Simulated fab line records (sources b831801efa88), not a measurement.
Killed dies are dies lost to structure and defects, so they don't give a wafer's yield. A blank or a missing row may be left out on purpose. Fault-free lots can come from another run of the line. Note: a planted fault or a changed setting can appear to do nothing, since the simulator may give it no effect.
Which tool is to blame?    flow gf180mcu    13 lots with 39 wafers sampled at 2 steps, on a route of 602 steps

## WHAT THE GAUGES READ, wafer by wafer
GF_V4_CD_MEAS_14: the cd target is 260 nm. Usual: 259.8 nm for cd-nm, sd 1.3.
lot   measured      on         cd-nm (nm)         flag
L740  day 24 10:38  cd-sem-01  259.5 259.6 261.2  
L741  day 24 18:36  cd-sem-01  260.5 261.0 260.7  
L742  day 25 03:26  cd-sem-02  260.8 262.0 261.0  
L743  day 25 16:08  cd-sem-01  261.2 259.9 259.7  
L745  day 26 05:44  cd-sem-01  259.8 258.7 259.2  
L746  day 26 13:05  cd-sem-01  259.6 260.1 260.2  
L747  day 26 16:48  cd-sem-01  260.2 259.4 260.1  
L750  day 27 14:22  cd-sem-02  261.6 261.8 261.4  
L751  day 28 04:25  cd-sem-02  257.3 258.9 258.7  
L752  day 28 10:19  cd-sem-02  258.5 259.7 259.2  
L761  day 30 19:14  cd-sem-01  259.8 259.3 259.5  
L762  day 31 03:17  cd-sem-01  261.7 260.2 262.0  
L763  day 31 09:40  cd-sem-01  260.3 260.0 259.9  

GF_V4_RS_MEAS_24: the measuring method here is four-point-probe. Usual: V4_W_RS typically reads 0.330 ohm/sq, with standard deviation 0.0038.
lot   measured      on             V4_W_RS (ohm/sq)   flag
L740  day 24 11:40  film-metro-02  0.331 0.330 0.324  
L741  day 24 19:43  film-metro-02  0.322 0.327 0.327  
L742  day 25 04:28  film-metro-01  0.329 0.329 0.330  
L743  day 25 17:10  film-metro-01  0.327 0.332 0.330  
L745  day 26 06:46  film-metro-01  0.332 0.333 0.330  
L746  day 26 14:09  film-metro-04  0.329 0.327 0.330  
L747  day 26 17:52  film-metro-04  0.330 0.329 0.327  
L750  day 27 15:26  film-metro-02  0.330 0.333 0.326  
L751  day 28 05:32  film-metro-01  0.335 0.331 0.332  
L752  day 28 11:21  film-metro-04  0.327 0.329 0.326  
L761  day 30 20:21  film-metro-02  0.336 0.332 0.335  
L762  day 31 04:44  film-metro-02  0.327 0.326 0.328  
L763  day 31 10:47  film-metro-02  0.328 0.335 0.330  

## WHAT TOOL EACH LOT RAN ON (gives the tool, then ch and the chambers of the sampled wafers, and finally the start)
No process step before these readings appears in the record.

## AS READ BY THE TOOLS THEMSELVES (means over the sampled wafers that have a number; for cases with no such wafer, the mark the record gives instead)
The record holds no such reading with a usual standard deviation.

## THE ANSWER, worked out from the rows above alone
Rule: a lot counts as off when the mean over its wafers that have a number is more than 3 standard deviations away from the usual mean. Also off: a lot with no number at a reading for which 4 or more lots have one. Where the step has rows for the other lots, those lots are counted as sound. The gauges are gone through in route order, then the tools' own readings, and for those a lot's mean is taken as printed above. At the first step where some lot is off, the reading lying furthest off is the one used; lots without a number count as furthest.
None of the lots is off at any reading shown; this tells nothing.

## WHAT THE SIMULATOR HAD PUT IN
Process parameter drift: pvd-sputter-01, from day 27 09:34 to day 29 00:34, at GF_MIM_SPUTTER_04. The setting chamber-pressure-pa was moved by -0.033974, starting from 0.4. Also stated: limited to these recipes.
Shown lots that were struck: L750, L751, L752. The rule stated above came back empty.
